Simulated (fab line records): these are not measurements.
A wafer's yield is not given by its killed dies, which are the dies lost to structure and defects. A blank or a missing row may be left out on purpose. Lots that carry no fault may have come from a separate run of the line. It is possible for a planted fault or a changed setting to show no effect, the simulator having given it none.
fab line records -- flow sky130
[record] lots = 13, wafers = 39, last_day = 50
route steps=708 shown FIELD_ISO@26 PWDE@47 NWELL@79 VT_ADJUST_LVTN@104
lots that met no fault: from a run of the same line without faults
start_h: hours from the record's opening day to when the first of the lot's shown wafers began -- wait_h: time in hours since the lot's previous step -- " the same as in the row above -- L1.1+2: several wafers, shown together as one row -- - either no value or no given start -- * or withheld: withheld -- < > ~ a bound
route shown NAME@n: NAME is a module with steps in the file, n the number in the route of the first one -- usual: the fault-free wafers' mean and standard deviation -- same: alike in all rows -- chamber/n: place in a boat -- sites: each site's reading -- _std_site: standard deviation across them -- _edge_site: inner sites' mean taken away from outer sites' mean -- radius_mm: for every site, how far away it sits from the centre of the wafer -- mask NAME#n: copy n -- behind: the most recent tool/chamber to have shaped the wafer -- hold: why the lot was held/for how many hours/how that ended -- device: which transistor (n, p or np) failed to switch -- end of line: at the end of the route, the tests of the same wafers -- step lacking rows: just its recipe -- killed: dies that structure and defects cost at the first sort, which is not the same as the wafer's yield -- map: a wafer's dies, x killed, . not, _ none there
set.NAME: the setting that was run; set.NAME@STEP: the one run at that earlier step -- model.NAME: the simulator's own value behind a step, which no gauge read
route steps across a sampled set of lots; one table per step, one row per wafer
services: from which hour (start_h, from the record's first day; less than 0 if before it) a tool's chamber was out of use, for how many hours, and why
[[steps]]
[step SKY_FIELD_ISO_THK_MEAS_25]
[recipe] reads = SiO2_of_FIELD_ISO_CVD_24
[usual] FIELD_ISO_CVD_24_THK = 594/6.3
lot.wafer,tool,chamber,start_h,wait_h,FIELD_ISO_CVD_24_THK[nm]
L784.1,film_metro-01,-,34.86,0.0,599
L784.4,film_metro-01,-,34.86,0.0,593
L784.6,film_metro-01,-,34.86,0.0,593
L785.2,film_metro-02,-,37.45,0.0,588
L785.4,film_metro-02,-,37.45,0.0,603
L785.5,film_metro-02,-,37.45,0.0,596
L788.2,film_metro-04,-,53.02,0.0,589
L788.4,film_metro-04,-,53.02,0.0,601
L788.5,film_metro-04,-,53.02,0.0,601
L789.1,film_metro-02,-,59.15,0.0,593
L789.2,film_metro-02,-,59.15,0.0,606
L789.6,film_metro-02,-,59.15,0.0,597
L793.1,film_metro-01,-,79.02,0.0,590
L793.2,film_metro-01,-,79.02,0.0,602
L793.4,film_metro-01,-,79.02,0.0,587
L795.2,film_metro-01,-,89.26,0.0,585
L795.4,film_metro-01,-,89.26,0.0,591
L795.6,film_metro-01,-,89.26,0.0,585
L796.2,film_metro-02,-,94.67,0.0,583
L796.5,film_metro-02,-,94.67,0.0,594
L796.6,film_metro-02,-,94.67,0.0,592
L797.3,film_metro-02,-,100.11,0.1,585
L797.4,film_metro-02,-,100.11,0.1,586
L797.5,film_metro-02,-,100.11,0.1,588
L798.1,film_metro-01,-,103.91,0.0,602
L798.2,film_metro-01,-,103.91,0.0,593
L798.4,film_metro-01,-,103.91,0.0,588
L802.1,film_metro-01,-,124.36,0.0,594
L802.2,film_metro-01,-,124.36,0.0,594
L802.3,film_metro-01,-,124.36,0.0,601
L804.2,film_metro-04,-,136.45,0.0,608
L804.3,film_metro-04,-,136.45,0.0,606
L804.6,film_metro-04,-,136.45,0.0,604
L805.1,film_metro-01,-,140.65,0.0,600
L805.5,film_metro-01,-,140.65,0.0,599
L805.6,film_metro-01,-,140.65,0.0,605
L806.2,film_metro-01,-,147.51,0.0,596
L806.4,film_metro-01,-,147.51,0.0,588
L806.6,film_metro-01,-,147.51,0.0,592
[step SKY_PWDE_COAT_02]
[recipe] spin_rpm = 2000, resist_thk_nm = 3000
lot.wafer,tool,chamber,start_h,wait_h
L784.1+4+6,litho_track-01,0,69.43,0.1
L785.2+4+5,litho_track-01,0,70.45,0.1
L788.2+4+5,litho_track-02,0,83.92,0.1
L789.1+2+6,litho_track-04,0,87.99,0.1
L793.1+2+4,litho_track-04,0,111.44,0.1
L795.2+4+6,litho_track-01,0,122.00,0.1
L796.2+5+6,litho_track-01,0,128.05,0.1
L797.3+4+5,litho_track-01,0,132.18,0.1
L798.1+2+4,litho_track-01,0,137.98,0.1
L802.1+2+3,litho_track-02,0,158.49,0.1
L804.2+3+6,litho_track-02,0,170.17,0.1
L805.1+5+6,litho_track-02,0,180.49,0.1
L806.2+4+6,litho_track-02,0,183.67,0.1
[step SKY_PWDE_STRIP_09]
[recipe] chemistry = O2/N2, power_w = 1400, pressure_mtorr = 1500, platen_temp_c = withheld, o2_flow_sccm = 3000, n2_flow_sccm = 300, overash_fraction = 0.5
[usual] drypump_motor_current_A = 5.42/0.27, oes_product_au = 0.722/0.0041, strip_time_to_endpoint_s = 36.85/0.11
lot.wafer,tool,chamber,start_h,wait_h,drypump_motor_current_A,oes_product_au,rf_hours_counter_h,strip_time_to_endpoint_s
L784.1,plasma_asher-02,0,78.87,0.1,5.20,0.717,38,36.96
L784.4,plasma_asher-02,1,78.87,0.1,5.91,0.723,-,37.04
L784.6,plasma_asher-02,0,78.87,0.1,5.20,0.721,-,36.99
L785.2,plasma_asher-02,1,79.63,0.1,5.90,0.719,38,36.89
L785.4,plasma_asher-02,1,79.63,0.1,5.88,0.727,-,36.97
L785.5,plasma_asher-02,1,79.63,0.1,5.91,0.723,-,36.86
L788.2,plasma_asher-01,1,93.23,0.1,5.31,0.720,39,36.95
L788.4,plasma_asher-01,0,93.23,0.1,5.42,0.727,-,37.05
L788.5,plasma_asher-01,0,93.23,0.1,5.42,0.718,-,37.07
L789.1,plasma_asher-01,0,97.13,0.1,5.41,0.723,40,36.89
L789.2,plasma_asher-01,1,97.13,0.1,5.32,0.722,40,36.93
L789.6,plasma_asher-01,0,97.13,0.1,5.42,0.721,-,36.86
L793.1,plasma_asher-01,1,120.93,0.1,5.32,0.716,43,36.72
L793.2,plasma_asher-01,0,120.93,0.1,5.41,0.724,43,36.76
L793.4,plasma_asher-01,0,120.93,0.1,5.44,0.721,-,36.76
L795.2,plasma_asher-02,1,132.02,0.1,5.88,0.729,44,36.87
L795.4,plasma_asher-02,1,132.02,0.1,5.91,0.716,-,36.96
L795.6,plasma_asher-02,1,132.02,0.1,5.89,0.720,-,36.90
L796.2,plasma_asher-02,0,138.23,0.1,5.21,0.579,45,8.39
L796.5,plasma_asher-02,1,138.23,0.1,5.85,0.577,-,8.42
L796.6,plasma_asher-02,0,138.23,0.1,5.22,0.588,-,8.43
L797.3,plasma_asher-01,0,142.26,0.1,5.45,0.588,-,8.44
L797.4,plasma_asher-01,1,142.26,0.1,5.31,0.581,-,8.45
L797.5,plasma_asher-01,1,142.26,0.1,5.31,0.586,-,8.44
L798.1,plasma_asher-01,0,148.12,0.1,5.42,0.584,46,8.47
L798.2,plasma_asher-01,1,148.12,0.1,5.30,0.587,46,8.45
L798.4,plasma_asher-01,1,148.12,0.1,5.31,0.575,-,8.42
L802.1,plasma_asher-01,0,168.73,0.1,5.43,0.717,48,36.87
L802.2,plasma_asher-01,1,168.73,0.1,5.31,0.725,48,36.86
L802.3,plasma_asher-01,1,168.73,0.1,5.30,0.718,-,36.81
L804.2,plasma_asher-02,0,181.53,0.1,5.21,0.720,49,36.83
L804.3,plasma_asher-02,0,181.53,0.1,5.20,0.718,-,36.79
L804.6,plasma_asher-02,0,181.53,0.1,5.20,0.725,-,36.77
L805.1,plasma_asher-01,0,191.13,0.1,5.45,0.722,50,36.75
L805.5,plasma_asher-01,1,191.13,0.1,5.32,0.718,-,36.75
L805.6,plasma_asher-01,0,191.13,0.1,5.41,0.729,-,36.67
L806.2,plasma_asher-02,0,194.48,0.1,5.19,0.719,50,36.69
L806.4,plasma_asher-02,1,194.48,0.1,5.89,0.725,-,36.76
L806.6,plasma_asher-02,1,194.48,0.1,5.87,0.731,-,36.68
[step SKY_NWELL_TW_MEAS_26]
[usual] NWELL_2_TW = 496/3.5
lot.wafer,tool,chamber,start_h,wait_h,NWELL_2_TW
L784.1,film_metro-03,-,114.53,0.1,496
L784.4,film_metro-03,-,114.53,0.1,497
L784.6,film_metro-03,-,114.53,0.1,498
L785.2,film_metro-01,-,114.64,0.1,492
L785.4,film_metro-01,-,114.64,0.1,493
L785.5,film_metro-01,-,114.64,0.1,492
L788.2,film_metro-04,-,130.54,0.1,498
L788.4,film_metro-04,-,130.54,0.1,500
L788.5,film_metro-04,-,130.54,0.1,500
L789.1,film_metro-04,-,134.83,0.1,499
L789.2,film_metro-04,-,134.83,0.1,501
L789.6,film_metro-04,-,134.83,0.1,499
L793.1,film_metro-01,-,160.35,0.1,495
L793.2,film_metro-01,-,160.35,0.1,490
L793.4,film_metro-01,-,160.35,0.1,493
L795.2,film_metro-03,-,172.21,0.1,493
L795.4,film_metro-03,-,172.21,0.1,494
L795.6,film_metro-03,-,172.21,0.1,496
L796.2,film_metro-01,-,179.24,0.1,507
L796.5,film_metro-01,-,179.24,0.1,509
L796.6,film_metro-01,-,179.24,0.1,509
L797.3,film_metro-03,-,183.00,0.1,507
L797.4,film_metro-03,-,183.00,0.1,506
L797.5,film_metro-03,-,183.00,0.1,506
L798.1,film_metro-04,-,189.58,0.1,514
L798.2,film_metro-04,-,189.58,0.1,515
L798.4,film_metro-04,-,189.58,0.1,514
L802.1,film_metro-03,-,212.48,0.1,495
L802.2,film_metro-03,-,212.48,0.1,493
L802.3,film_metro-03,-,212.48,0.1,492
L804.2,film_metro-01,-,225.99,0.1,495
L804.3,film_metro-01,-,225.99,0.1,496
L804.6,film_metro-01,-,225.99,0.1,496
L805.1,film_metro-03,-,236.79,0.1,494
L805.5,film_metro-03,-,236.79,0.1,493
L805.6,film_metro-03,-,236.79,0.1,494
L806.2,film_metro-03,-,240.29,0.1,495
L806.4,film_metro-03,-,240.29,0.1,496
L806.6,film_metro-03,-,240.29,0.1,495
[step SKY_VT_ADJUST_LVTN_OVL_MEAS_07]
[usual] VT_ADJUST_LVTN_OVL = -0.4/1.5
lot.wafer,tool,chamber,start_h,wait_h,VT_ADJUST_LVTN_OVL[nm]
L784.1,overlay-02,-,152.21,-,-0.2
L784.4,overlay-02,-,152.21,-,1.6
L784.6,overlay-02,-,152.21,-,-0.9
L785.2,overlay-01,-,154.00,-,0.7
L785.4,overlay-01,-,154.00,-,0.3
L785.5,overlay-01,-,154.00,-,0.7
L788.2,overlay-02,-,170.24,-,-0.8
L788.4,overlay-02,-,170.24,-,0.9
L788.5,overlay-02,-,170.24,-,0.1
L789.1,overlay-01,-,175.38,-,3.2
L789.2,overlay-01,-,175.38,-,2.4
L789.6,overlay-01,-,175.38,-,0.4
L793.1,overlay-02,-,203.58,-,-1.9
L793.2,overlay-02,-,203.58,-,-1.9
L793.4,overlay-02,-,203.58,-,-0.2
L795.2,overlay-01,-,215.77,-,-0.6
L795.4,overlay-01,-,215.77,-,-0.6
L795.6,overlay-01,-,215.77,-,1.4
L796.2,overlay-01,-,222.80,-,-2.1
L796.5,overlay-01,-,222.80,-,-1.1
L796.6,overlay-01,-,222.80,-,-2.3
L797.3,overlay-02,-,228.14,-,-1.7
L797.4,overlay-02,-,228.14,-,-2.4
L797.5,overlay-02,-,228.14,-,-1.5
L798.1,overlay-01,-,233.79,-,0.4
L798.2,overlay-01,-,233.79,-,2.2
L798.4,overlay-01,-,233.79,-,0.4
L802.1,overlay-01,-,259.49,-,-2.7
L802.2,overlay-01,-,259.49,-,-2.0
L802.3,overlay-01,-,259.49,-,-1.5
L804.2,overlay-02,-,273.83,-,-2.9
L804.3,overlay-02,-,273.83,-,-0.3
L804.6,overlay-02,-,273.83,-,-2.1
L805.1,overlay-02,-,285.43,-,-0.4
L805.5,overlay-02,-,285.43,-,-1.4
L805.6,overlay-02,-,285.43,-,-1.6
L806.2,overlay-01,-,289.12,-,-1.9
L806.4,overlay-01,-,289.12,-,-0.8
L806.6,overlay-01,-,289.12,-,-0.4
[step SKY_VT_ADJUST_LVTN_TW_MEAS_10]
[usual] VT_ADJUST_LVTN_TW = 241.2/1.8
lot.wafer,tool,chamber,start_h,wait_h,VT_ADJUST_LVTN_TW
L784.1,film_metro-02,-,152.50,0.1,239.3
L784.4,film_metro-02,-,152.50,0.1,239.6
L784.6,film_metro-02,-,152.50,0.1,238.9
L785.2,film_metro-04,-,154.29,0.1,241.8
L785.4,film_metro-04,-,154.29,0.1,241.2
L785.5,film_metro-04,-,154.29,0.1,242.7
L788.2,film_metro-02,-,170.53,0.1,236.1
L788.4,film_metro-02,-,170.53,0.1,237.4
L788.5,film_metro-02,-,170.53,0.1,238.8
L789.1,film_metro-03,-,175.67,0.1,239.7
L789.2,film_metro-03,-,175.67,0.1,240.5
L789.6,film_metro-03,-,175.67,0.1,240.8
L793.1,film_metro-03,-,203.86,0.1,240.7
L793.2,film_metro-03,-,203.86,0.1,241.8
L793.4,film_metro-03,-,203.86,0.1,241.6
L795.2,film_metro-04,-,216.06,0.1,245.5
L795.4,film_metro-04,-,216.06,0.1,245.4
L795.6,film_metro-04,-,216.06,0.1,245.3
L796.2,film_metro-03,-,223.09,0.1,239.5
L796.5,film_metro-03,-,223.09,0.1,240.3
L796.6,film_metro-03,-,223.09,0.1,239.5
L797.3,film_metro-03,-,228.43,0.1,239.8
L797.4,film_metro-03,-,228.43,0.1,240.4
L797.5,film_metro-03,-,228.43,0.1,240.8
L798.1,film_metro-03,-,234.08,0.1,240.7
L798.2,film_metro-03,-,234.08,0.1,240.0
L798.4,film_metro-03,-,234.08,0.1,241.5
L802.1,film_metro-04,-,259.78,0.1,242.7
L802.2,film_metro-04,-,259.78,0.1,243.6
L802.3,film_metro-04,-,259.78,0.1,243.7
L804.2,film_metro-02,-,274.12,0.1,242.3
L804.3,film_metro-02,-,274.12,0.1,240.7
L804.6,film_metro-02,-,274.12,0.1,241.2
L805.1,film_metro-03,-,285.71,0.1,239.2
L805.5,film_metro-03,-,285.71,0.1,239.4
L805.6,film_metro-03,-,285.71,0.1,241.1
L806.2,film_metro-03,-,289.41,0.1,241.7
L806.4,film_metro-03,-,289.41,0.1,242.0
L806.6,film_metro-03,-,289.41,0.1,240.7
[[services]]
tool,chamber,start_h,hours,kind
plasma_asher-02,-,82.08,0.7,repair
plasma_asher-02,-,122.92,0.3,repair
plasma_asher-02,-,172.03,2.8,repair
[[key]]
[first_sign] step = SKY_PWDE_STRIP_09, reading = strip_time_to_endpoint_s, direction = down, sigmas = 99+, usual = *, struck = *
[effect] step = SKY_PWDE_STRIP_09, reading = oes_product_au, direction = down, sigmas = 34, usual = 0.722, struck = 0.583
[effect] step = SKY_NWELL_TW_MEAS_26, reading = NWELL_2_TW, direction = up, sigmas = 3.9, usual = 496, struck = 510
met_at SKY_PWDE_COAT_02
struck_lots L796,L797,L798
rows_end L796.2,L796.5,L796.6,L797.3,L797.4,L797.5,L798.1,L798.2,L798.4
not_acting_at SKY_FIELD_ISO_THK_MEAS_25,SKY_VT_ADJUST_LVTN_OVL_MEAS_07,SKY_VT_ADJUST_LVTN_TW_MEAS_10
onset_between 122.00 128.05
[fault] kind = process_parameter_drift, tool = litho_track-01, chamber = -, onset_h = 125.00, steps = SKY_PWDE_COAT_02, channel = resist_thk_nm, offset = -2394, shape = step, end_h = 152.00, acts_in = these_recipes_only, stated = 3000
// rows_end: these wafers met a further fault down the route, and their rows from its step on are left out
